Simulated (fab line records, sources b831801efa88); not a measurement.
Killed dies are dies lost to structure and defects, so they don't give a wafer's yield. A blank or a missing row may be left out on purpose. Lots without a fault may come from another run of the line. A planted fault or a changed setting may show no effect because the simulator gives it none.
fab line records | flow sky130
record lots=5 wafers=15 last_day=50
route steps=708 shown METAL5@663
lots that met no fault: from a run of the same line without faults
start_h: hours from the record's first day to the start of the lot's first wafer shown | wait_h: hours since the lot's step before | " the same as in the row above | L1.1+2: a row that stands for several wafers | - no value, or no start given | * or withheld: withheld | < > ~ a bound
route shown NAME@n: a module of which the file shows steps, and the number in the route of the first | usual: mean/standard deviation of fault-free wafers | same: alike in all rows | chamber/n: place in a boat | sites: the reading at each site | _std_site: their standard deviation | _edge_site: outer sites' mean less inner sites' | radius_mm: how far each site lies from the wafer's centre | mask NAME#n: copy n | behind: the tool/chamber that last shaped the wafer | hold: why the lot was held/for how many hours/how that ended | device: the transistor (n, p or np) that didn't switch | end of line: the same wafers' tests at the end of the route | a step without rows: its recipe alone | killed: dies lost to structure and defects at the first sort, not the wafer's yield | map: a wafer's dies, x killed, . not, _ none there
set.NAME: the setting as run; set.NAME@STEP: as run at that earlier step | model.NAME: the simulator's own value behind a step, which no gauge read
lots at some steps of the route; a table a step, a row a wafer
services: from which hour (start_h, from the record's first day; less than 0 if before it) a tool's chamber was out of use, for how many hours, and why
## steps
# step SKY_METAL5_SPUTTER_02
# recipe material=AlCu target_thk_nm=1150 power_w=10600 time_s=61.2 chamber_pressure_pa=0.4
# usual throttle_valve_pct=30.3/1.1
# columns lot.wafer tool chamber start_h wait_h throttle_valve_pct
L076.1 pvd_sputter-02 - 1017.34 0.0 29.5
L076.3 " - " " 31.1
L076.5 " - " " 29.1
L077.2 pvd_sputter-04 - 1026.15 0.0 29.3
L077.3 " - " " 32.4
L077.5 " - " " 32.5
L085.2 pvd_sputter-02 - 1081.62 0.0 29.8
L085.4 " - " " 29.3
L085.6 " - " " 29.0
L087.1 pvd_sputter-01 - 1090.34 0.0 30.4
L087.2 " - " " 31.1
L087.5 " - " " 30.5
L096.4 pvd_sputter-02 - 1142.40 0.0 30.9
L096.5 " - " " 29.1
L096.6 " - " " 29.8
# step SKY_METAL5_SPUTTER_03
# recipe material=Ti target_thk_nm=5 power_w=3000 time_s=3.3 chamber_pressure_pa=0.4
# usual throttle_valve_pct=30.3/1.1
# columns lot.wafer tool chamber start_h wait_h throttle_valve_pct
L076.1 pvd_sputter-02 - 1017.39 0.0 29.6
L076.3 " - " " 31.0
L076.5 " - " " 29.2
L077.2 pvd_sputter-04 - 1026.20 0.0 29.2
L077.3 " - " " 32.2
L077.5 " - " " 32.2
L085.2 pvd_sputter-02 - 1081.67 0.0 30.0
L085.4 " - " " 29.3
L085.6 " - " " 29.1
L087.1 pvd_sputter-01 - 1090.40 0.0 30.3
L087.2 " - " " 31.0
L087.5 " - " " 30.6
L096.4 pvd_sputter-02 - 1142.45 0.0 31.2
L096.5 " - " " 29.0
L096.6 " - " " 29.8
# step SKY_METAL5_SPUTTER_04
# recipe material=TiN target_thk_nm=70 power_w=6500 time_s=58.3 chamber_pressure_pa=0.4
# usual throttle_valve_pct=30.3/1.1
# columns lot.wafer tool chamber start_h wait_h throttle_valve_pct
L076.1 pvd_sputter-02 - 1017.41 0.0 29.1
L076.3 " - " " 31.1
L076.5 " - " " 29.1
L077.2 pvd_sputter-04 - 1026.22 0.0 29.1
L077.3 " - " " 32.5
L077.5 " - " " 32.3
L085.2 pvd_sputter-02 - 1081.69 0.0 30.0
L085.4 " - " " 29.3
L085.6 " - " " 29.2
L087.1 pvd_sputter-01 - 1090.41 0.0 30.6
L087.2 " - " " 31.2
L087.5 " - " " 30.4
L096.4 pvd_sputter-02 - 1142.47 0.0 30.8
L096.5 " - " " 29.2
L096.6 " - " " 29.8
# step SKY_METAL5_RS_MEAS_05
# recipe thk_meas_gauge=four-point-probe reads=TiN_of_METAL5_SPUTTER_04+Ti_of_METAL5_SPUTTER_03+AlCu_of_METAL5_SPUTTER_02+TiN_of_METAL5_SPUTTER_01+Ti_of_METAL5_SPUTTER_00
# usual METAL5_ALCU_RS=0.0270/0.00034
# columns lot.wafer tool chamber start_h wait_h METAL5_ALCU_RS[ohm/sq]
L076.1 film_metro-01 - 1017.46 0.0 0.0274
L076.3 " - " " 0.0274
L076.5 " - " " 0.0275
L077.2 film_metro-02 - 1026.29 0.0 0.0267
L077.3 " - " " 0.0268
L077.5 " - " " 0.0268
L085.2 film_metro-01 - 1081.75 0.0 0.0274
L085.4 " - " " 0.0275
L085.6 " - " " 0.0276
L087.1 film_metro-01 - 1090.46 0.0 0.0265
L087.2 " - " " 0.0263
L087.5 " - " " 0.0265
L096.4 film_metro-03 - 1142.58 0.1 0.0269
L096.5 " - " " 0.0269
L096.6 " - " " 0.0270
# step SKY_METAL5_THK_MEAS_06
# recipe thk_meas_gauge=xrf reads=AlCu_of_METAL5_SPUTTER_02
# usual METAL5_ALCU_THK=1149/15
# columns lot.wafer tool chamber start_h wait_h METAL5_ALCU_THK[nm]
L076.1 film_metro-01 - 1017.58 0.1 1135
L076.3 " - " " 1132
L076.5 " - " " 1134
L077.2 film_metro-02 - 1026.40 0.1 1161
L077.3 " - " " 1157
L077.5 " - " " 1153
L085.2 film_metro-01 - 1081.86 0.1 1131
L085.4 " - " " 1137
L085.6 " - " " 1139
L087.1 film_metro-01 - 1090.58 0.1 1171
L087.2 " - " " 1179
L087.5 " - " " 1173
L096.4 film_metro-03 - 1142.67 0.1 1139
L096.5 " - " " 1152
L096.6 " - " " 1141
# step SKY_METAL5_DEHYDRATE_07
# recipe temp_c=200 time_s=60
# usual exhaust_pa=45.0/0.86
# columns lot.wafer tool chamber start_h wait_h exhaust_pa
L076.1 litho_track-03 0 1028.64 11.1 45.0
L076.3 " 0 " " 45.1
L076.5 " 0 " " 46.0
L077.2 litho_track-02 0 1037.25 10.8 47.1
L077.3 " 0 " " 44.5
L077.5 " 0 " " 45.7
L085.2 litho_track-03 0 1091.17 9.3 44.8
L085.4 " 0 " " 45.2
L085.6 " 0 " " 45.3
L087.1 litho_track-03 0 1100.64 10.0 45.6
L087.2 " 0 " " 45.7
L087.5 " 0 " " 44.4
L096.4 litho_track-02 0 1151.30 8.6 45.3
L096.5 " 0 " " 44.9
L096.6 " 0 " " 44.3
# step SKY_METAL5_HMDS_08
# recipe prime_time_s=60 prime_temp_c=120
# usual exhaust_pa=44.9/0.85
# columns lot.wafer tool chamber start_h wait_h exhaust_pa
L076.1 litho_track-03 0 1028.79 0.1 44.1
L076.3 " 0 " " 46.0
L076.5 " 0 " " 45.9
L077.2 litho_track-02 0 1037.40 0.1 44.3
L077.3 " 0 " " 45.3
L077.5 " 0 " " 44.1
L085.2 litho_track-03 0 1091.32 0.1 45.8
L085.4 " 0 " " 44.2
L085.6 " 0 " " 45.6
L087.1 litho_track-03 0 1100.79 0.1 44.5
L087.2 " 0 " " 45.0
L087.5 " 0 " " 44.0
L096.4 litho_track-02 0 1151.45 0.1 44.3
L096.5 " 0 " " 43.1
L096.6 " 0 " " 44.4
# step SKY_METAL5_COAT_09
# recipe resist=NOVOLAK spin_rpm=3000 resist_thk_nm=1800
# usual dispense_pressure_kPa=51/5.9 exhaust_pa=45.0/0.91
# columns lot.wafer tool chamber start_h wait_h dispense_pressure_kPa exhaust_pa
L076.1 litho_track-03 0 1028.94 0.1 45 45.7
L076.3 " 0 " " 45 44.9
L076.5 " 0 " " 45 45.0
L077.2 litho_track-02 0 1037.55 0.1 58 44.4
L077.3 " 0 " " 58 44.4
L077.5 " 0 " " 58 45.0
L085.2 litho_track-03 0 1091.47 0.1 45 45.6
L085.4 " 0 " " 45 46.5
L085.6 " 0 " " 45 44.0
L087.1 litho_track-03 0 1100.94 0.1 45 44.8
L087.2 " 0 " " 45 45.1
L087.5 " 0 " " 45 45.1
L096.4 litho_track-02 0 1151.60 0.1 58 44.8
L096.5 " 0 " " 58 44.8
L096.6 " 0 " " 58 44.0
# step SKY_METAL5_SOFTBAKE_10
# recipe temp_c=90 time_s=60 resist=NOVOLAK
# usual exhaust_pa=44.8/0.9
# columns lot.wafer tool chamber start_h wait_h exhaust_pa
L076.1 litho_track-03 0 1029.09 0.1 43.3
L076.3 " 0 " " 45.1
L076.5 " 0 " " 45.7
L077.2 litho_track-02 0 1037.70 0.1 44.3
L077.3 " 0 " " 44.0
L077.5 " 0 " " 44.8
L085.2 litho_track-03 0 1091.62 0.1 45.3
L085.4 " 0 " " 45.8
L085.6 " 0 " " 45.8
L087.1 litho_track-03 0 1101.09 0.1 43.2
L087.2 " 0 " " 45.4
L087.5 " 0 " " 43.4
L096.4 litho_track-02 0 1151.75 0.1 46.4
L096.5 " 0 " " 45.9
L096.6 " 0 " " 45.2
# step SKY_METAL5_EXPOSE_11
# recipe mask_id=MM5 na=0.6 source_shape=conventional sigma_outer=0.6 polarization=unpolarized target_cd_nm=1600 dose_mj=190
# columns lot.wafer tool chamber start_h wait_h mask
L076.1+3+5 iline_stepper-02 0 - - MM5#0
L077.2+3+5 iline_stepper-01 0 - - MM5#0
L085.2+4+6 iline_stepper-01 0 - - MM5#0
L087.1+2+5 iline_stepper-01 0 - - MM5#0
L096.4+5+6 iline_stepper-02 0 - - MM5#0
# step SKY_METAL5_PEB_12
# recipe temp_c=withheld time_s=* resist=NOVOLAK
# usual exhaust_pa=45.0/1
# columns lot.wafer tool chamber start_h wait_h exhaust_pa
L076.1 litho_track-02 0 - - 45.9
L076.3 " 0 " " 44.2
L076.5 " 0 " " 42.8
L077.2 litho_track-03 0 - - 43.7
L077.3 " 0 " " 44.3
L077.5 " 0 " " 44.2
L085.2 litho_track-02 0 - - 46.8
L085.4 " 0 " " 46.3
L085.6 " 0 " " 46.2
L087.1 litho_track-02 0 - - 44.9
L087.2 " 0 " " 44.7
L087.5 " 0 " " 44.7
L096.4 litho_track-01 0 - - 45.0
L096.5 " 0 " " 44.0
L096.6 " 0 " " 45.0
# step SKY_METAL5_DEVELOP_13
# recipe resist=NOVOLAK developer=TMAH develop_time_s=60 dev_temp_c=23
# usual exhaust_pa=44.9/0.83
# columns lot.wafer tool chamber start_h wait_h exhaust_pa
L076.1 litho_track-02 0 1039.77 0.1 45.1
L076.3 " 0 " " 43.7
L076.5 " 0 " " 43.5
L077.2 litho_track-03 0 1048.67 0.1 45.2
L077.3 " 0 " " 45.6
L077.5 " 0 " " 44.8
L085.2 litho_track-02 0 1102.35 0.1 44.7
L085.4 " 0 " " 44.9
L085.6 " 0 " " 44.6
L087.1 litho_track-02 0 1110.53 0.1 44.8
L087.2 " 0 " " 45.7
L087.5 " 0 " " 44.2
L096.4 litho_track-01 0 1160.17 0.1 43.3
L096.5 " 0 " " 43.8
L096.6 " 0 " " 44.6
# step SKY_METAL5_DESCUM_14
# recipe chemistry=O2 source_power_w=150 bias_power_w=0 pressure_mtorr=10 temp_c=40 time_s=11
# usual drypump_motor_current_A=5.6/0.41 he_backside_leak_sccm=3.4/0.31 oes_product_au=0.999/0.0064 rf_fwd_power_W=147.0/0.78 temp_c=40.03/0.094
# same bias_power_w=0
# columns lot.wafer tool chamber start_h wait_h drypump_motor_current_A he_backside_leak_sccm oes_product_au rf_fwd_power_W rf_hours_counter_h temp_c
L076.1 rie_metal-04 1 1039.92 0.1 5.8 3.2 0.996 146.3 17 40.04
L076.3 " 0 " " 5.9 3.6 0.990 147.7 - 39.98
L076.5 " 0 " " 5.9 3.6 1.004 147.6 - 40.14
L077.2 rie_metal-04 1 1048.79 0.1 5.8 3.3 1.003 145.9 18 40.10
L077.3 " 0 " " 5.9 3.5 1.010 147.1 - 40.13
L077.5 " 1 " " 5.8 3.3 1.005 146.0 - 40.18
L085.2 rie_metal-02 1 1102.47 0.1 5.7 3.7 1.004 149.0 15 40.22
L085.4 " 1 " " 5.6 3.5 0.997 148.2 - 40.13
L085.6 " 0 " " 5.4 3.5 0.998 146.5 - 40.00
L087.1 rie_metal-04 1 1110.68 0.1 5.8 3.3 0.981 146.0 22 40.18
L087.2 " 0 " " 5.9 3.6 1.002 146.8 15 40.02
L087.5 " 1 " " 5.8 3.1 1.004 145.9 - 40.09
L096.4 rie_metal-04 0 1160.28 0.1 5.9 3.5 1.003 146.7 - 40.04
L096.5 " 0 " " 5.9 3.6 1.014 147.2 - 39.95
L096.6 " 0 " " 5.9 3.5 1.013 147.3 - 40.01
# step SKY_METAL5_METAL_ETCH_15
# recipe target_depth_a=12600 stop_on=SiO2 over_etch_frac=0.2 time_s=252 chemistry=Cl2/BCl3 resist_sidewall_deg=86 pressure_mtorr=10 icp_w=900 bias_w=48.5 Cl2_flow_sccm=60 bcl3_flow_sccm=30
# usual drypump_motor_current_A=5.6/0.4 he_backside_leak_sccm=3.38/0.2 oes_product_au=0.894/0.0052 rf_fwd_power_W=896.7/3 throttle_valve_pct=22.265/0.0084
# columns lot.wafer tool chamber start_h wait_h drypump_motor_current_A he_backside_leak_sccm oes_product_au rf_fwd_power_W rf_hours_counter_h throttle_valve_pct
L076.1 rie_metal-04 1 1039.96 0.0 5.8 3.19 0.893 892.3 17 22.256
L076.3 " 0 " " 5.9 3.46 0.895 894.9 - 22.266
L076.5 " 0 " " 5.9 3.37 0.899 895.7 - 22.258
L077.2 rie_metal-04 1 1048.83 0.0 5.8 3.23 0.895 895.1 18 22.286
L077.3 " 0 " " 5.8 3.48 0.895 898.2 - 22.271
L077.5 " 1 " " 5.8 3.20 0.898 895.8 - 22.261
L085.2 rie_metal-02 1 1102.51 0.0 5.7 3.58 0.902 898.3 15 22.266
L085.4 " 1 " " 5.6 3.48 0.895 898.9 - 22.266
L085.6 " 0 " " 5.4 3.43 0.888 893.5 - 22.281
L087.1 rie_metal-04 1 1110.71 0.0 5.7 3.20 0.893 894.9 22 22.269
L087.2 " 0 " " 5.8 3.48 0.896 895.8 15 22.271
L087.5 " 1 " " 5.8 3.20 0.896 893.6 - 22.256
L096.4 rie_metal-04 0 1160.55 0.3 5.9 3.47 0.892 897.4 - 22.264
L096.5 " 0 " " 5.9 3.62 0.901 902.5 - 22.284
L096.6 " 0 " " 5.9 3.59 0.899 902.1 - 22.272
## services
# columns tool chamber start_h hours kind
iline_stepper-01 - 993.83 - consumable_replace:lamp
iline_stepper-02 - 1000.21 1.7 pm
iline_stepper-02 - 1018.87 2.9 repair
iline_stepper-01 - 1038.33 3.4 repair
iline_stepper-02 0 1042.80 - calibration
iline_stepper-01 - 1046.42 7.3 repair
pvd_sputter-02 - 1083.33 6.2 repair
iline_stepper-01 - 1089.76 1.7 pm
pvd_sputter-02 2 1095.17 - consumable_replace:kit
pvd_sputter-02 2 1095.17 18.0 scheduled_down
pvd_sputter-02 2 1095.17 18.0 vent_cycle
pvd_sputter-01 - 1101.55 2.7 repair
pvd_sputter-04 3 1105.75 - consumable_replace:kit
pvd_sputter-04 3 1105.75 18.0 scheduled_down
pvd_sputter-04 3 1105.75 18.0 vent_cycle
iline_stepper-01 0 1122.30 - calibration
rie_metal-04 1 1138.82 21.9 repair
## key
fault none
